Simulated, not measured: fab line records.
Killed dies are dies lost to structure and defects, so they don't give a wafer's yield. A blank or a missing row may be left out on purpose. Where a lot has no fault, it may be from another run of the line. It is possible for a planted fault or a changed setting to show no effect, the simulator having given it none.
Matching of chambers :: flow sky130 :: SKY_LI_CONTACT_ETCH_15 on rie_diel-02 has 4 sister chambers
The step etches PSG in C4F8/O2/Ar, stops on Si, target depth 600 nm. 8 wafers are shown with their chamber, then 8 later ones without.

WAFERS, EACH WITH ITS CHAMBER
wafer: L079.1
chamber: 2
bias_w (W): 1200
oes_product_au (a.u.): 0.840

wafer: L079.6
chamber: 2
bias_w (W): 1202
oes_product_au (a.u.): 0.839

wafer: L082.2
chamber: 1
bias_w (W): 1204
oes_product_au (a.u.): 0.833

wafer: L082.3
chamber: 3
bias_w (W): 1197
oes_product_au (a.u.): 0.830

wafer: L084.1
chamber: 3
bias_w (W): 1202
oes_product_au (a.u.): 0.841

wafer: L084.3
chamber: 1
bias_w (W): 1198
oes_product_au (a.u.): 0.838

wafer: L084.4
chamber: 0
bias_w (W): 1195
oes_product_au (a.u.): 0.836

wafer: L091.1
chamber: 0
bias_w (W): 1197
oes_product_au (a.u.): 0.835

WAFERS MISSING THEIR CHAMBER
wafer: L091.4
bias_w (W): 1201
oes_product_au (a.u.): 0.838

wafer: L091.5
bias_w (W): 1199
oes_product_au (a.u.): 0.844

wafer: L092.1
bias_w (W): 1196
oes_product_au (a.u.): 0.838

wafer: L092.5
bias_w (W): 1199
oes_product_au (a.u.): 0.841

wafer: L092.6
bias_w (W): 1198
oes_product_au (a.u.): 0.836

wafer: L095.1
bias_w (W): 1201
oes_product_au (a.u.): 0.842

wafer: L095.2
bias_w (W): 1202
oes_product_au (a.u.): 0.840

wafer: L095.6
bias_w (W): 1200
oes_product_au (a.u.): 0.830

EACH ONE'S CHAMBER
wafer: L091.4
from the rows above: can't be placed: 2 or 1 or 3 or 0
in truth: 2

wafer: L091.5
from the rows above: can't be placed: 2 or 3 or 1 or 0
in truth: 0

wafer: L092.1
from the rows above: can't be placed: 0 or 3 or 2 or 1
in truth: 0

wafer: L092.5
from the rows above: can't be placed: 2 or 3 or 1 or 0
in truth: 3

wafer: L092.6
from the rows above: can't be placed: 3 or 0 or 1 or 2
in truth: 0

wafer: L095.1
from the rows above: can't be placed: 2 or 1 or 3 or 0
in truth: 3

wafer: L095.2
from the rows above: can't be placed: 2 or 1 or 3 or 0
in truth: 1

wafer: L095.6
from the rows above: can't be placed: 3 or 1 or 0 or 2
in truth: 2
Placed correctly: 0 of 8. Unplaceable from these rows: 8, with the true chamber sitting among the candidates in 8. Number placed wrongly: 0.
How it was worked out, from the rows above alone: a wafer's distance from a chamber is the root of the sum, over the readings, of the square of ((its reading less the chamber's mean) divided by the reading's scatter). The wafer belongs to the nearest chamber; if the next one is less than 2 further off, it can't be placed. Each chamber's mean is taken over the wafers shown for it. How the scatter is found: for the shown wafers, subtract from each reading the mean of its chamber, square and add these, divide the total by (wafers less chambers), then take the root.
